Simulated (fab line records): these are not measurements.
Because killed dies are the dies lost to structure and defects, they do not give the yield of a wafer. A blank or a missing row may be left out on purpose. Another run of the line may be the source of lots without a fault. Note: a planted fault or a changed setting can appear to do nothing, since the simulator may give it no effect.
What tool caused it?	flow sky130	12 lots (36 wafers sampled), 1 step of a 708-step route

WHAT EACH GAUGE READ, for each wafer
SKY_LDD_N_OVL_MEAS_07.
lot	measured	on	LDD_N_OVL (nm)
L075	day 17 21:06	overlay-01	-2.5 -0.6 -0.7
L077	day 19 21:44	overlay-01	1.8 0.4 1.7
L080	day 20 08:03	overlay-02	2.0 3.0 3.3
L082	day 20 12:09	overlay-02	-1.4 -1.4 -0.5
L084	day 21 01:57	overlay-02	-0.8 -0.4 -0.1
L085	day 21 14:37	overlay-01	-0.3 -0.5 0.7
L087	day 22 07:36	overlay-01	-0.2 0.6 1.2
L089	day 22 22:06	overlay-01	-1.1 -0.9 -0.3
L091	day 23 17:09	overlay-02	-0.9 -0.9 -0.3
L093	day 24 15:14	overlay-01	0.7 1.1 0.9
L095	day 25 00:24	overlay-02	3.2 2.9 2.5
L097	day 25 18:33	overlay-01	0.9 0.9 1.0

EACH LOT AND THE TOOL THAT RAN IT (in order: tool; ch and the chambers of the sampled wafers; start)
The record shows no process step preceding these readings.

THE ANSWER, worked out from the rows above alone
Rule: the lots themselves supply what counts as usual. The widest of any qualifying gaps counts: lots, ordered by their means at a reading, are off when they make up no more than a third of the lots, leave a main group of 4 or more, and stand apart from it by 3 or more times the standard deviation of that group's means. The tables above print the reading to a certain number of digits; a main group whose means all agree to those digits is not used. A lot without any number at a reading at which 4 lots or more have one is off too. Any other lot the step has rows for is counted as sound.
No lot is off on any of the readings shown, so nothing can be concluded from this.

WHAT THE SIMULATOR HAD PUT IN
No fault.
